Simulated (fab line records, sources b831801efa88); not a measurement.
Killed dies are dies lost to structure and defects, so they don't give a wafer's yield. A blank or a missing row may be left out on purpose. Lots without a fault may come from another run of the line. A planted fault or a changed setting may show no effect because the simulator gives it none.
Which tool did it? | flow gf180mcu | 11 lots, 33 wafers sampled, at 2 steps of a route of 602

WHAT THE GAUGES READ, wafer by wafer
GF_M1_RS_MEAS_05: measures by four-point-probe.
lot  | measured     | on            | M1_ALCU_RS (ohm/sq)
L572 | day 16 09:44 | film_metro-03 | 0.0680 0.0696 0.0701
L577 | day 18 10:23 | film_metro-01 | 0.0669 0.0683 0.0675
L578 | day 18 19:08 | film_metro-02 | 0.0688 0.0691 0.0693
L579 | day 19 06:40 | film_metro-01 | 0.0691 0.0692 0.0698
L580 | day 19 16:24 | film_metro-03 | 0.0695 0.0689 0.0695
L581 | day 20 00:46 | film_metro-02 | 0.0679 0.0667 0.0673
L583 | day 21 00:38 | film_metro-01 | 0.0689 0.0692 0.0693
L587 | day 22 05:25 | film_metro-01 | 0.0694 0.0695 0.0692
L591 | day 23 12:39 | film_metro-02 | 0.0697 0.0705 0.0684
L592 | day 23 20:38 | film_metro-03 | 0.0694 0.0676 0.0696
L593 | day 24 01:53 | film_metro-02 | 0.0706 0.0700 0.0712

WHICH TOOL RAN EACH LOT (tool, then ch and the chambers of the sampled wafers, then the start)
lot  | GF_CONTACT_ETCH_16
L572 | rie_diel-01 ch 0,1, day 16 08:20
L577 | rie_diel-01 ch 0,1,2, day 18 08:59
L578 | rie_diel-02 ch 0,1,3, day 18 17:44
L579 | rie_diel-04 ch 1,3, day 19 05:17
L580 | rie_diel-01 ch 1,2,3, day 19 15:02
L581 | rie_diel-01 ch 0,2, day 19 23:22
L583 | rie_diel-01 ch 0,1,2, day 20 23:16
L587 | rie_diel-01 ch 0,2,3, day 22 04:04
L591 | rie_diel-01 ch 0,1,2, day 23 11:16
L592 | rie_diel-04 ch 0,3, day 23 19:16
L593 | rie_diel-02 ch 0,2,3, day 24 00:28
- GF_CONTACT_ETCH_16: etches BARC in N2/H2.

WHAT THE TOOLS THEMSELVES READ (means of the sampled wafers that have a number; where no wafer has one, the mark that the record gives instead)
GF_CONTACT_ETCH_16.
lot  | tool        | drypump_motor_current_A (A) | h2_flow_sccm (sccm) | oes_product_au (a.u.) | throttle_valve_pct (%)
L572 | rie_diel-01 | 6.2                         | 200.7               | 0.856                 | 13.225
L577 | rie_diel-01 | 6.3                         | 200.0               | 0.852                 | 13.224
L578 | rie_diel-02 | 5.8                         | 200.5               | 0.857                 | 13.231
L579 | rie_diel-04 | 5.6                         | 200.1               | 0.858                 | 13.228
L580 | rie_diel-01 | 6.0                         | 200.4               | 0.850                 | 13.227
L581 | rie_diel-01 | 6.2                         | 199.7               | 0.851                 | 13.229
L583 | rie_diel-01 | 6.2                         | 199.8               | 0.856                 | 13.215
L587 | rie_diel-01 | 5.8                         | 200.6               | 0.857                 | 13.221
L591 | rie_diel-01 | 6.3                         | 200.0               | 0.853                 | 13.232
L592 | rie_diel-04 | 5.9                         | 199.3               | 0.855                 | 13.221
L593 | rie_diel-02 | 6.0                         | 200.6               | 0.851                 | 13.222

THE ANSWER, worked out from the rows above alone
Rule: what is usual is taken from the lots themselves. Put in order of their means at a reading, lots are off if they are a third of the lots or fewer, leave a main group of 4 or more, and stand apart from it by a gap of 3 or more times the standard deviation of the main group's means; of several such gaps the widest counts. A main group whose means are all the same, to the digits that the tables above print for the reading, isn't used. A lot without any number at a reading at which 4 lots or more have one is off too. The other lots that the step has rows for count as sound. The gauges are gone through in route order, then the tools' own readings, and for those a lot's mean is taken as printed above. The first step at which some lot is off is used, and at that step the reading that is off furthest; a lot without a number counts as furthest.
No lot is off at any reading shown: from this, nothing can be told.

WHAT THE SIMULATOR HAD PUT IN
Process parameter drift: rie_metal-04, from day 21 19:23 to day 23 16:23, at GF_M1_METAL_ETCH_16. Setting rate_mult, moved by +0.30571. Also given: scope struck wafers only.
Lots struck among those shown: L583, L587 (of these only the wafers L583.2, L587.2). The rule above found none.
